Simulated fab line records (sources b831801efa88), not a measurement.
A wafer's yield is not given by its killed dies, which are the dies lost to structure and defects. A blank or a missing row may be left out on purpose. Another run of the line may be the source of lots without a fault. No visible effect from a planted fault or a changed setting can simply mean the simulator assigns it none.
Matching of chambers / flow gf180mcu / 3 sister chambers for GF_V1_CVD_02 on pecvd-03
The step deposits SiO2 from TEOS, target thk 850 nm, time 94.851 s. 14 wafers are shown with their chamber, then 7 later ones without.

== WAFERS, EACH WITH ITS CHAMBER ==
wafer=L463.2; chamber=1; heater_power_w (W)=612
wafer=L463.3; chamber=2; heater_power_w (W)=626
wafer=L463.4; chamber=1; heater_power_w (W)=497
wafer=L464.1; chamber=2; heater_power_w (W)=562
wafer=L464.5; chamber=2; heater_power_w (W)=605
wafer=L464.6; chamber=0; heater_power_w (W)=507
wafer=L467.2; chamber=0; heater_power_w (W)=576
wafer=L467.5; chamber=1; heater_power_w (W)=550
wafer=L467.6; chamber=0; heater_power_w (W)=632
wafer=L470.2; chamber=0; heater_power_w (W)=557
wafer=L470.3; chamber=2; heater_power_w (W)=662
wafer=L470.5; chamber=2; heater_power_w (W)=504
wafer=L478.3; chamber=0; heater_power_w (W)=599
wafer=L478.5; chamber=0; heater_power_w (W)=628

SIGNATURES (means of the wafers above)
reading=heater_power_w; chamber 0=583.17; chamber 1=553.00; chamber 2=591.80; scatter within a chamber=54.5
Rule: for a wafer and a chamber, the distance is found by dividing, reading by reading, the gap between the wafer's reading and the chamber's mean by the reading's scatter, squaring, summing and taking the root. If the next closest chamber is less than 2 further off than the closest, the wafer can't be placed; otherwise it belongs to the closest. The scatter: the root of (the sum of the squares of (reading less its chamber's mean) over the shown wafers, divided by (wafers less chambers)).

== WAFERS MISSING THEIR CHAMBER ==
wafer=L478.6; heater_power_w (W)=481
wafer=L480.3; heater_power_w (W)=618
wafer=L480.4; heater_power_w (W)=636
wafer=L480.6; heater_power_w (W)=594
wafer=L482.2; heater_power_w (W)=608
wafer=L482.5; heater_power_w (W)=625
wafer=L482.6; heater_power_w (W)=652

== WHICH CHAMBER EACH ONE RAN IN ==
wafer=L478.6; from the rows above=can't be placed: 1 or 0 or 2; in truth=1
wafer=L480.3; from the rows above=can't be placed: 2 or 0 or 1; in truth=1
wafer=L480.4; from the rows above=can't be placed: 2 or 0 or 1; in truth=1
wafer=L480.6; from the rows above=can't be placed: 2 or 0 or 1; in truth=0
wafer=L482.2; from the rows above=can't be placed: 2 or 0 or 1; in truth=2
wafer=L482.5; from the rows above=can't be placed: 2 or 0 or 1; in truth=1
wafer=L482.6; from the rows above=can't be placed: 2 or 0 or 1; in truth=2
Correct placement for 0 of the 7. Not placeable from these rows: 7 (in 7, the candidates include the true chamber). Wrongly placed: 0.
